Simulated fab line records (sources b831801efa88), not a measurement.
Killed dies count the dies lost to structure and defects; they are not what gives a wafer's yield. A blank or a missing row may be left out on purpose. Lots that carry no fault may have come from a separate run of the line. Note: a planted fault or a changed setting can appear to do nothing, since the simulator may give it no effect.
A lot that was struck, set against a sound lot	flow gf180mcu	14 steps out of a route of 602
Sound: wafers L107.2, L107.3, L107.4. The struck wafers were L116.1, L116.4, L116.5. The cause comes at the end.
At each step with rows: each side's tool, then ch and its chambers, then its first start. Under that, the readings that differ: sound wafers	struck wafers	difference of the means	sigmas: that difference in standard deviations of wafers without a fault.
alike: readings whose means differ by less than 2 such deviations, and words and numbers that are the same on both sides. not compared: withheld readings, readings that some wafer has no value for, bounds like >300 that may hide the same value, and numbers for which the record gives no deviation and whose values overlap.
A row with sigmas, a row that says differs or no value, or rows on one side alone: a step with any of these is where the two part. Numbers that have no deviation but don't overlap get no sigmas and don't part them. A reading missing from all wafers of one side parts the sides only when that side holds two or more wafers.

first, 4 steps without rows for these wafers: GF_MIM_SOFTBAKE_15 (time 60 s); GF_MIM_EXPOSE_16 (exposes mask FuseTop, target cd 2000 nm); GF_MIM_PEB_17; GF_MIM_DEVELOP_18 (develop time 60 s).
GF_MIM_METAL_ETCH_19: etches the open film in Cl2/BCl3, stops on Si3N4, target depth 324.5 nm, time 54.1 s.
  sound on rie metal-01 ch 0,1, day 25 09:28; struck on rie metal-01 ch 0,1, day 28 11:38
reading	sound	struck	difference	sigmas
oes product au (a.u.)	0.948 0.957 0.953	0.941 0.940 0.923	-0.018	-3
throttle valve pct (%)	28.266 28.263 28.273	28.312 28.286 28.298	+0.031	+3
  alike: drypump motor current A
  not compared: rf hours counter h
GF_MIM_STRIP_20: strips in O2/N2.
  sound on plasma asher-01 ch 0,1, day 25 09:32; struck on plasma asher-03 ch 0,1, day 28 11:42
  alike: drypump motor current A, heater power w, oes product au, platen temp c, strip time to endpoint s
  not compared: rf hours counter h
then, 6 steps without rows for these wafers: GF_MIM_STRIP_21 (strips in post etch residue remover, time 1200 s); GF_MIM_CLEAN_22 (cleans in DIW); GF_M5_DEHYDRATE_00 (time 60 s); GF_M5_HMDS_01 (prime time 60 s); GF_M5_COAT_02 (resist thk 1000 nm); GF_M5_SOFTBAKE_03 (time 60 s).
GF_M5_EXPOSE_04: exposes mask Metal5, target cd 280 nm.
  struck on krf scanner-02, day 28 21:25; sound on krf scanner-02 ch 0, day 25 21:06
  no value came back on the struck wafers for exposure dose mJ cm2, focus offset nm (nm); on the sound wafers exposure dose mJ cm2 reads 28.11 28.14 28.17
  alike: mask
then, 1 step without rows for these wafers: GF_M5_PEB_05 (peb time 90 s).

== WHERE THEY PART ==
Last at GF_M5_EXPOSE_04 as far as this record goes, first at GF_MIM_METAL_ETCH_19.

WHY: what had been put in by the simulator
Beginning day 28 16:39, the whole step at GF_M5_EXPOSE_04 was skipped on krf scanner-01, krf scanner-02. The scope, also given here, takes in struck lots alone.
